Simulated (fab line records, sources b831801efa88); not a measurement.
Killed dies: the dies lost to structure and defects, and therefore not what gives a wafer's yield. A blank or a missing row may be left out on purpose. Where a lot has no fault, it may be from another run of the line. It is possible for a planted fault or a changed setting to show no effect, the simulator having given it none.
Which tool was responsible? | flow sky130 | Sampling: 14 lots, 42 wafers, 4 of 708 route steps

## WHAT THE GAUGES READ, wafer by wafer
SKY_LDD_P_CD_MEAS_07: the cd target is 380 nm.
lot  | measured     | on        | cd_nm (nm)
L669 | day 20 12:25 | cd_sem-01 | 378.5 379.8 377.6
L670 | day 20 13:00 | cd_sem-01 | 377.6 379.0 378.7
L672 | day 20 21:37 | cd_sem-01 | 380.8 379.9 381.6
L675 | day 21 12:44 | cd_sem-01 | 382.3 382.7 382.9
L677 | day 22 11:24 | cd_sem-02 | 379.3 378.7 378.7
L678 | day 22 13:41 | cd_sem-01 | 378.5 376.5 379.1
L679 | day 22 19:23 | cd_sem-02 | 379.3 382.5 382.1
L680 | day 23 03:24 | cd_sem-01 | 379.5 380.3 380.6
L681 | day 23 12:00 | cd_sem-01 | 382.2 383.5 381.9
L682 | day 24 13:26 | cd_sem-01 | 380.1 381.6 382.0
L683 | day 24 13:58 | cd_sem-02 | 381.9 382.1 383.8
L684 | day 24 16:41 | cd_sem-01 | 379.3 383.6 381.7
L685 | day 24 19:46 | cd_sem-01 | 377.4 378.1 379.4
L686 | day 25 02:44 | cd_sem-02 | 376.8 375.6 378.5

SKY_SD_P_CD_MEAS_07: the cd target is 380 nm.
lot  | measured     | on        | cd_nm (nm)
L669 | day 26 20:01 | cd_sem-02 | 379.9 378.2 378.9
L670 | day 26 22:59 | cd_sem-02 | 378.4 376.9 377.7
L672 | day 27 06:48 | cd_sem-02 | 376.4 379.0 379.5
L675 | day 27 18:32 | cd_sem-01 | 382.9 381.4 381.3
L677 | day 28 15:02 | cd_sem-02 | 378.3 379.1 379.7
L678 | day 28 19:11 | cd_sem-02 | 381.3 380.8 381.9
L679 | day 28 21:59 | cd_sem-02 | 376.0 378.2 376.0
L680 | day 29 08:13 | cd_sem-02 | 384.5 382.3 384.5
L681 | day 29 15:47 | cd_sem-02 | 384.2 384.9 385.6
L682 | day 30 14:38 | cd_sem-01 | 378.3 378.2 381.6
L683 | day 30 15:42 | cd_sem-02 | 378.3 378.0 378.2
L684 | day 30 17:23 | cd_sem-01 | 376.8 377.6 376.9
L685 | day 30 23:24 | cd_sem-01 | 379.3 379.1 379.7
L686 | day 31 05:17 | cd_sem-01 | 386.9 384.9 386.1

## WHICH TOOL RAN EACH LOT (tool, then ch and the chambers of the sampled wafers, then the start)
lot  | SKY_NWELL_EXPOSE_20                | SKY_VT_ADJUST_HVTR_STRIP_10
L669 | iline_stepper-01 ch 0, day 5 13:00 | plasma_asher-04 ch 0,1, day 10 01:34
L670 | iline_stepper-01 ch 0, day 5 20:39 | plasma_asher-03 ch 0,1, day 10 10:04
L672 | iline_stepper-02 ch 0, day 6 00:58 | plasma_asher-03 ch 0, day 10 16:12
L675 | iline_stepper-02 ch 0, day 6 14:11 | plasma_asher-04 ch 0,1, day 11 08:02
L677 | iline_stepper-01 ch 0, day 7 03:20 | plasma_asher-03 ch 0,1, day 12 00:48
L678 | iline_stepper-01 ch 0, day 7 04:59 | plasma_asher-03 ch 0,1, day 12 05:53
L679 | iline_stepper-01 ch 0, day 7 10:30 | plasma_asher-03 ch 0,1, day 12 09:45
L680 | iline_stepper-02 ch 0, day 7 16:17 | plasma_asher-04 ch 0,1, day 12 18:55
L681 | iline_stepper-01 ch 0, day 7 22:50 | plasma_asher-04 ch 0, day 13 03:30
L682 | iline_stepper-02 ch 0, day 8 03:07 | plasma_asher-04 ch 0,1, day 13 08:38
L683 | iline_stepper-01, day 8 07:09      | plasma_asher-01 ch 0,1, day 13 14:03
L684 | iline_stepper-01, day 8 13:38      | plasma_asher-04 ch 0,1, day 13 23:06
L685 | iline_stepper-01 ch 0, day 8 19:52 | plasma_asher-03 ch 0, day 14 06:10
L686 | iline_stepper-01 ch 0, day 9 00:03 | plasma_asher-01 ch 0,1, day 14 11:19
- SKY_NWELL_EXPOSE_20: exposes mask NWM COMPLEMENT, target cd 840 nm.
- SKY_VT_ADJUST_HVTR_STRIP_10: strips in O2/N2.

## AS READ BY THE TOOLS THEMSELVES (means over the sampled wafers that have a number; for cases with no such wafer, the mark the record gives instead)
SKY_NWELL_EXPOSE_20.
lot  | tool             | exposure_dose_mJ_cm2 | focus_offset_nm (nm)
L669 | iline_stepper-01 | 259.76               | -0.3
L670 | iline_stepper-01 | 259.81               | 0.1
L672 | iline_stepper-02 | 259.86               | -0.2
L675 | iline_stepper-02 | 260.06               | 0.1
L677 | iline_stepper-01 | 260.41               | 0.3
L678 | iline_stepper-01 | 260.26               | 0.3
L679 | iline_stepper-01 | 260.14               | 0.4
L680 | iline_stepper-02 | 259.86               | -0.3
L681 | iline_stepper-01 | 259.70               | 0.2
L682 | iline_stepper-02 | 260.39               | 0.3
L683 | iline_stepper-01 | -                    | -
L684 | iline_stepper-01 | -                    | -
L685 | iline_stepper-01 | 259.99               | 0.4
L686 | iline_stepper-01 | 259.98               | -0.0

SKY_VT_ADJUST_HVTR_STRIP_10.
lot  | tool            | drypump_motor_current_A (A) | oes_product_au (a.u.) | strip_time_to_endpoint_s (s)
L669 | plasma_asher-04 | 5.70                        | 0.713                 | 14.16
L670 | plasma_asher-03 | 5.46                        | 0.714                 | 14.16
L672 | plasma_asher-03 | 5.47                        | 0.715                 | 14.20
L675 | plasma_asher-04 | 5.81                        | 0.716                 | 14.18
L677 | plasma_asher-03 | 5.46                        | 0.714                 | 14.08
L678 | plasma_asher-03 | 5.47                        | 0.714                 | 14.13
L679 | plasma_asher-03 | 5.45                        | 0.719                 | 14.23
L680 | plasma_asher-04 | 5.68                        | 0.714                 | 14.23
L681 | plasma_asher-04 | 5.59                        | 0.718                 | 14.20
L682 | plasma_asher-04 | 5.81                        | 0.718                 | 14.14
L683 | plasma_asher-01 | 6.14                        | 0.715                 | 14.18
L684 | plasma_asher-04 | 5.71                        | 0.715                 | 14.18
L685 | plasma_asher-03 | 5.48                        | 0.717                 | 14.19
L686 | plasma_asher-01 | 6.00                        | 0.712                 | 14.24

## THE ANSWER, worked out from the rows above alone
Rule: the usual values come from the lots themselves. Put in order of their means at a reading, lots are off if they are a third of the lots or fewer, leave a main group of 4 or more, and stand apart from it by a gap of 3 or more times the standard deviation of the main group's means; of several such gaps the widest counts. Not used: any main group whose means are identical at the precision the tables above print for the reading. A lot without any number at a reading at which 4 lots or more have one is off too. Any other lot the step has rows for is counted as sound. After the gauges, taken in route order, come the tools' own readings; for these a lot's mean is taken, as printed above. The first step at which some lot is off is used, and at that step the reading that is off furthest; a lot without a number counts as furthest.
Off, at SKY_NWELL_EXPOSE_20 on exposure_dose_mJ_cm2: L683, L684. Without a number there: L683, L684. For the main group the mean is 260.02 and the standard deviation 0.23.
If a tool, at that step or one of the process steps before it, ran each lot that is off and ran no sound lot following the first of them, it fits. Of those tried, none fits.

## WHAT THE SIMULATOR PUT IN
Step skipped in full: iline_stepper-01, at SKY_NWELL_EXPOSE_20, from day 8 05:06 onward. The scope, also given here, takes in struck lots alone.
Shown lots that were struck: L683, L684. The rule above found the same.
